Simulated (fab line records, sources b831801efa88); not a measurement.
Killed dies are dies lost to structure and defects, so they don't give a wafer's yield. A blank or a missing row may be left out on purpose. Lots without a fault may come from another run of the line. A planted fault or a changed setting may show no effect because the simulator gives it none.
Which tool did it? | flow sky130 | 24 lots, 72 wafers sampled, at 5 steps of a route of 708

WHAT THE GAUGES READ, wafer by wafer
SKY_VIA3_THK_MEAS_01.
lot  | measured     | on            | VIA3_HDPCVD_THK (nm)
L074 | day 38 21:46 | film_metro-04 | 1620 1679 1643
L075 | day 39 02:10 | film_metro-04 | 1674 1646 1670
L076 | day 39 10:21 | film_metro-03 | 1659 1640 1626
L078 | day 39 19:08 | film_metro-02 | 1656 1625 1641
L077 | day 39 23:35 | film_metro-03 | 1661 1675 1635
L079 | day 40 13:40 | film_metro-04 | 1650 1634 1641
L080 | day 40 14:42 | film_metro-04 | 1673 1611 1658
L081 | day 41 01:35 | film_metro-04 | 1637 1644 1639
L082 | day 41 01:58 | film_metro-04 | 1619 1646 1610
L083 | day 41 09:09 | film_metro-04 | 1630 1643 1622
L084 | day 42 00:17 | film_metro-02 | 1633 1618 1615
L085 | day 42 02:53 | film_metro-02 | 1627 1657 1633
L086 | day 42 10:50 | film_metro-03 | 1647 1671 1673
L087 | day 42 14:04 | film_metro-03 | 1653 1652 1660
L088 | day 43 00:57 | film_metro-02 | 1636 1650 1663
L089 | day 43 09:31 | film_metro-02 | 1624 1631 1643
L090 | day 43 19:33 | film_metro-04 | 1627 1654 1609
L091 | day 43 19:16 | film_metro-04 | 1605 1584 1641
L092 | day 44 06:17 | film_metro-02 | 1643 1641 1639
L093 | day 44 13:48 | film_metro-04 | 1670 1646 1683
L094 | day 44 20:16 | film_metro-02 | 1619 1616 1649
L097 | day 45 07:36 | film_metro-02 | 1648 1609 1650
L095 | day 45 08:46 | film_metro-02 | 1663 1664 1680
L096 | day 45 12:47 | film_metro-03 | 1627 1658 1647

SKY_VIA3_BOW_MEAS_03.
lot  | measured     | on            | VIA3_BOW (um)
L074 | day 38 22:07 | film_metro-04 | 73 75 73
L075 | day 39 02:46 | film_metro-03 | 85 83 81
L076 | day 39 10:52 | film_metro-04 | 75 77 70
L078 | day 39 19:30 | film_metro-04 | 82 92 97
L077 | day 39 23:57 | film_metro-04 | 75 87 81
L079 | day 40 14:01 | film_metro-03 | 93 84 82
L080 | day 40 15:04 | film_metro-02 | 86 93 74
L081 | day 41 01:57 | film_metro-02 | 71 66 88
L082 | day 41 02:21 | film_metro-04 | 83 82 73
L083 | day 41 09:31 | film_metro-02 | 87 77 84
L084 | day 42 00:40 | film_metro-02 | 63 56 69
L085 | day 42 03:16 | film_metro-02 | 75 71 78
L086 | day 42 11:11 | film_metro-03 | 84 75 90
L087 | day 42 14:25 | film_metro-02 | 82 82 68
L088 | day 43 01:19 | film_metro-02 | 74 79 70
L089 | day 43 12:31 | film_metro-04 | 80 75 78
L090 | day 43 19:55 | film_metro-04 | 74 86 67
L091 | day 43 19:38 | film_metro-03 | 80 90 87
L092 | day 44 06:39 | film_metro-04 | 74 84 83
L093 | day 44 14:10 | film_metro-04 | 76 65 70
L094 | day 44 20:40 | film_metro-02 | 78 86 87
L097 | day 45 07:58 | film_metro-03 | 87 77 75
L095 | day 45 09:08 | film_metro-03 | 105 89 82
L096 | day 45 13:09 | film_metro-02 | 92 72 68

SKY_VIA4_OVL_MEAS_11.
lot  | measured     | on         | VIA4_OVL (nm)
L074 | day 43 00:44 | overlay-02 | 0.1 1.2 0.0
L075 | day 43 07:55 | overlay-01 | -2.9 0.3 -0.2
L076 | day 43 12:31 | overlay-01 | 1.9 2.1 1.1
L078 | day 43 19:19 | overlay-02 | 3.2 2.2 2.5
L077 | day 44 01:46 | overlay-02 | 1.6 1.9 1.2
L079 | day 44 15:24 | overlay-02 | 1.6 1.5 2.3
L080 | day 44 16:32 | overlay-01 | 2.0 1.0 1.9
L081 | day 45 01:33 | overlay-01 | 2.3 -0.9 0.2
L082 | day 45 03:51 | overlay-02 | -0.8 -0.5 1.9
L083 | day 45 06:50 | overlay-01 | 3.7 2.1 1.9
L084 | day 45 20:22 | overlay-02 | 0.2 -0.2 -1.3
L085 | day 45 22:17 | overlay-02 | 2.0 1.3 1.4
L086 | day 46 09:26 | overlay-02 | -1.6 -1.0 0.3
L087 | day 46 12:17 | overlay-01 | -0.9 -1.3 -1.1
L088 | day 46 17:48 | overlay-02 | -0.8 -1.6 -1.2
L089 | day 47 04:25 | overlay-01 | 3.3 1.8 1.5
L090 | day 47 13:24 | overlay-02 | 0.0 -1.6 -1.1
L091 | day 47 12:24 | overlay-01 | 1.3 -0.1 -0.1
L092 | day 47 23:27 | overlay-02 | -1.9 1.3 0.1
L093 | day 48 05:07 | overlay-01 | -1.8 0.2 0.4
L094 | day 48 11:37 | overlay-02 | 2.1 2.3 3.2
L097 | day 48 21:24 | overlay-01 | -1.2 -0.5 -0.2
L095 | day 48 20:13 | overlay-01 | 1.6 0.9 1.8
L096 | day 49 00:53 | overlay-02 | -1.5 -0.3 -0.1

WHICH TOOL RAN EACH LOT (tool, then ch and the chambers of the sampled wafers, then the start)
lot  | SKY_CONTACT_ETCH_16                | SKY_CAP2M_CVD_00
L074 | rie_diel-03 ch 0,1, day 31 20:04   | pecvd-04 ch 0,2, day 40 00:09
L075 | rie_diel-04 ch 0,1,3, day 32 01:16 | pecvd-01 ch 0,2, day 40 06:09
L076 | rie_diel-04 ch 0,1, day 32 11:22   | pecvd-02 ch 1,2, day 40 12:33
L078 | rie_diel-02 ch 0,2, day 32 19:37   | pecvd-01 ch 1,2, day 40 21:50
L077 | rie_diel-04 ch 1,3, day 32 22:34   | pecvd-04 ch 0,1,2, day 41 01:44
L079 | rie_diel-04 ch 1,2, day 33 16:37   | pecvd-02 ch 0,1,2, day 41 16:05
L080 | rie_diel-04 ch 0,2,3, day 33 18:46 | pecvd-04 ch 1,2, day 41 16:59
L081 | rie_diel-02 ch 0,3, day 34 04:53   | pecvd-01 ch 0,1,2, day 42 03:40
L082 | rie_diel-03 ch 1,2,3, day 34 05:14 | pecvd-04 ch 0,1, day 42 04:31
L083 | rie_diel-02 ch 0,1,3, day 34 12:55 | pecvd-02 ch 0,2, day 42 10:44
L084 | rie_diel-04 ch 0,2,3, day 35 06:01 | pecvd-01 ch 0,2, day 43 01:24
L085 | rie_diel-02 ch 1,2,3, day 35 07:37 | pecvd-04 ch 0,2, day 43 04:07
L086 | rie_diel-02 ch 0,1,3, day 35 17:20 | pecvd-02 ch 0,2, day 43 13:46
L087 | rie_diel-04 ch 0,1,3, day 35 23:59 | pecvd-04 ch 0,1,2, day 43 15:15
L088 | rie_diel-03 ch 0,2, day 36 10:25   | pecvd-04 ch 0,1, day 44 00:52
L089 | rie_diel-02 ch 2,3, day 36 18:58   | pecvd-01 ch 0,2, day 44 12:24
L090 | rie_diel-04 ch 0,1,3, day 37 06:01 | pecvd-02 ch 0,2, day 44 19:53
L091 | rie_diel-03 ch 1,2, day 37 06:08   | pecvd-04 ch 0,1,2, day 44 19:23
L092 | rie_diel-03 ch 0,1,3, day 37 19:11 | pecvd-01 ch 0,1,2, day 45 07:07
L093 | rie_diel-04 ch 1,2,3, day 38 03:07 | pecvd-04 ch 1,2, day 45 13:57
L094 | rie_diel-03 ch 0,1,2, day 38 13:34 | pecvd-02 ch 0,1, day 45 20:30
L097 | rie_diel-04 ch 0,1,2, day 38 23:46 | pecvd-01 ch 0,1,2, day 46 07:33
L095 | rie_diel-03 ch 0,1, day 39 00:47   | pecvd-04 ch 0,1, day 46 08:25
L096 | rie_diel-03 ch 0,1,2, day 39 03:01 | pecvd-04 ch 0,1,2, day 46 11:59
- SKY_CONTACT_ETCH_16: etches BARC in N2/H2, stops on SiO2, time 45.9 s, target depth 60 nm.
- SKY_CAP2M_CVD_00: deposits SiO2, target thk 15.5 nm.

WHAT THE TOOLS THEMSELVES READ (means of the sampled wafers that have a number; where no wafer has one, the mark that the record gives instead)
SKY_CONTACT_ETCH_16.
lot  | tool        | chamber_pressure_mTorr (mTorr) | drypump_motor_current_A (A) | oes_product_au (a.u.) | throttle_valve_pct (%)
L074 | rie_diel-03 | 30.02                          | 5.3                         | 0.852                 | 13.232
L075 | rie_diel-04 | 30.02                          | 5.7                         | 0.856                 | 13.231
L076 | rie_diel-04 | 30.00                          | 5.6                         | 0.851                 | 13.230
L078 | rie_diel-02 | 29.98                          | 5.2                         | 0.855                 | 13.215
L077 | rie_diel-04 | 30.00                          | 5.8                         | 0.852                 | 13.231
L079 | rie_diel-04 | 29.97                          | 5.9                         | 0.849                 | 13.231
L080 | rie_diel-04 | 30.02                          | 5.8                         | 0.852                 | 13.219
L081 | rie_diel-02 | 29.98                          | 5.8                         | 0.853                 | 13.225
L082 | rie_diel-03 | 30.00                          | 5.5                         | 0.853                 | 13.226
L083 | rie_diel-02 | 30.01                          | 5.7                         | 0.856                 | 13.230
L084 | rie_diel-04 | 30.01                          | 5.8                         | 0.862                 | 13.223
L085 | rie_diel-02 | 30.02                          | 6.1                         | 0.854                 | 13.225
L086 | rie_diel-02 | 30.03                          | 5.7                         | 0.853                 | 13.229
L087 | rie_diel-04 | 29.99                          | 5.7                         | 0.853                 | 13.218
L088 | rie_diel-03 | 30.02                          | 5.8                         | 0.862                 | 13.220
L089 | rie_diel-02 | 30.00                          | 6.1                         | 0.850                 | 13.222
L090 | rie_diel-04 | 29.98                          | 5.7                         | 0.854                 | 13.224
L091 | rie_diel-03 | 29.99                          | 5.9                         | 0.856                 | 13.222
L092 | rie_diel-03 | 29.98                          | 5.3                         | 0.854                 | 13.219
L093 | rie_diel-04 | 30.03                          | 5.9                         | 0.856                 | 13.219
L094 | rie_diel-03 | 30.01                          | 5.7                         | 0.857                 | 13.229
L097 | rie_diel-04 | 29.97                          | 5.8                         | 0.860                 | 13.221
L095 | rie_diel-03 | 30.04                          | 5.5                         | 0.858                 | 13.221
L096 | rie_diel-03 | 29.96                          | 5.7                         | 0.855                 | 13.230

SKY_CAP2M_CVD_00.
lot  | tool     | heater_power_w (W)
L074 | pecvd-04 | 667
L075 | pecvd-01 | 755
L076 | pecvd-02 | 712
L078 | pecvd-01 | 727
L077 | pecvd-04 | 667
L079 | pecvd-02 | 739
L080 | pecvd-04 | 763
L081 | pecvd-01 | 682
L082 | pecvd-04 | 842
L083 | pecvd-02 | 746
L084 | pecvd-01 | 709
L085 | pecvd-04 | 620
L086 | pecvd-02 | 726
L087 | pecvd-04 | 688
L088 | pecvd-04 | 733
L089 | pecvd-01 | 738
L090 | pecvd-02 | 781
L091 | pecvd-04 | 693
L092 | pecvd-01 | 736
L093 | pecvd-04 | 838
L094 | pecvd-02 | 782
L097 | pecvd-01 | 696
L095 | pecvd-04 | 712
L096 | pecvd-04 | 696

THE ANSWER, worked out from the rows above alone
Rule: what is usual is taken from the lots themselves. Put in order of their means at a reading, lots are off if they are a third of the lots or fewer, leave a main group of 4 or more, and stand apart from it by a gap of 3 or more times the standard deviation of the main group's means; of several such gaps the widest counts. A main group whose means are all the same, to the digits that the tables above print for the reading, isn't used. A lot without any number at a reading at which 4 lots or more have one is off too. The other lots that the step has rows for count as sound. The gauges are gone through in route order, then the tools' own readings, and for those a lot's mean is taken as printed above. The first step at which some lot is off is used, and at that step the reading that is off furthest; a lot without a number counts as furthest.
No lot is off at any reading shown: from this, nothing can be told.

WHAT THE SIMULATOR HAD PUT IN
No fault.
